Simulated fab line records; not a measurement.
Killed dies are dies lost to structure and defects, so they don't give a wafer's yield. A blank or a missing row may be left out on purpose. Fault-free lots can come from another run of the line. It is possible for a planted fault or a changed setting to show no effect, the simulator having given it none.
2 desks looking at one fault || flow sky130 || what lay behind the numbers comes last; until then each desk has only its own

THE METROLOGY DESK
What the gauges read, lot by lot, whatever tool the lot ran on: means of the sampled wafers that have a number. Marked OUT: a lot whose mean sits more than 4 standard deviations from the usual mean, which makes it out of limits; the brackets give that distance.
Columns: A = INCOMING_BOW at SKY_FIELD_ISO_BOW_MEAS_00, usual 0 um; B = cd_nm at SKY_VT_ADJUST_NCORE_CD_MEAS_07, usual 380.0 nm; C = SD_P_OVL at SKY_SD_P_OVL_MEAS_08, usual -1.2 nm
{"lot": "L625", "first seen here": "day 1 10:00", "A": -0, "B": 381.4, "C": -2.2}
{"lot": "L626", "first seen here": "day 1 15:00", "A": 3, "B": 382.9, "C": -1.2}
{"lot": "L627", "first seen here": "day 1 20:01", "A": 6, "B": 380.9, "C": -3.2}
{"lot": "L629", "first seen here": "day 2 06:00", "A": 3, "B": 382.4, "C": -0.7}
{"lot": "L634", "first seen here": "day 3 07:00", "A": -2, "B": 379.5, "C": -1.2}
{"lot": "L635", "first seen here": "day 3 12:00", "A": 3, "B": 379.8, "C": -0.3}
{"lot": "L638", "first seen here": "day 4 03:01", "A": 1, "B": 381.6, "C": -1.9}
{"lot": "L639", "first seen here": "day 4 08:00", "A": -2, "B": 380.8, "C": -1.8}
{"lot": "L641", "first seen here": "day 4 18:01", "A": -1, "B": 378.3, "C": -1.6}
{"lot": "L643", "first seen here": "day 5 04:01", "A": 0, "B": 383.9, "C": -0.9}
{"lot": "L647", "first seen here": "day 6 00:00", "A": -4, "B": 379.3, "C": 0.9}
{"lot": "L648", "first seen here": "day 6 05:04", "A": 2, "B": 376.4, "C": 0.4}
This desk's finding: nothing out of limits on any of the 12 lots.

AT THE TOOL OWNER'S DESK: implanter-04
The tool's own readings at SKY_LDD_N_IMPLANT_09, given as means over the sampled wafers that have a number, one for each lot that went through this tool. Marked OUT: a lot whose mean sits more than 4 standard deviations from the usual mean, which makes it out of limits; the brackets give that distance.
Columns: A = beam_on_s at SKY_LDD_N_IMPLANT_09, usual 9.99 s; B = dose_ions_cm2 at SKY_LDD_N_IMPLANT_09, usual 7.5e+13; C = faraday_current_uA at SKY_LDD_N_IMPLANT_09, usual 423
{"lot": "L634", "first seen here": "day 21 20:29", "A": 10.01, "B": "9.2e+13 (+99 or more) OUT", "C": "515 (+11) OUT"}
{"lot": "L635", "first seen here": "day 22 00:25", "A": 10.00, "B": "9.2e+13 (+99 or more) OUT", "C": "515 (+11) OUT"}
{"lot": "L647", "first seen here": "day 25 11:23", "A": 9.97, "B": 7.5e+13, "C": 426}
This desk's finding: out of limits on L634, L635; first on L634, day 21 20:29 (dose_ions_cm2 at SKY_LDD_N_IMPLANT_09). L647: within limits.

TAKEN TOGETHER
An alarm could have come from the tool owner's desk at day 21 20:29, on L634, L635.
From the metrology desk's view, nothing was out of limits.
The metrology desk holds a record of L634, L635, inside its limits.
SKY_LDD_N_IMPLANT_09 was run on implanter-04 by each of the lots named.

WHAT HAD BEEN PUT IN BY THE SIMULATOR
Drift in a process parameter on implanter-04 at SKY_LDD_N_IMPLANT_09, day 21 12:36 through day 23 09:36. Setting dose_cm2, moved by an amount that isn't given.
Lots struck among those shown: L634, L635.
Each desk's first reading out of limits, in hours after the fault started: the tool owner's desk, 8.
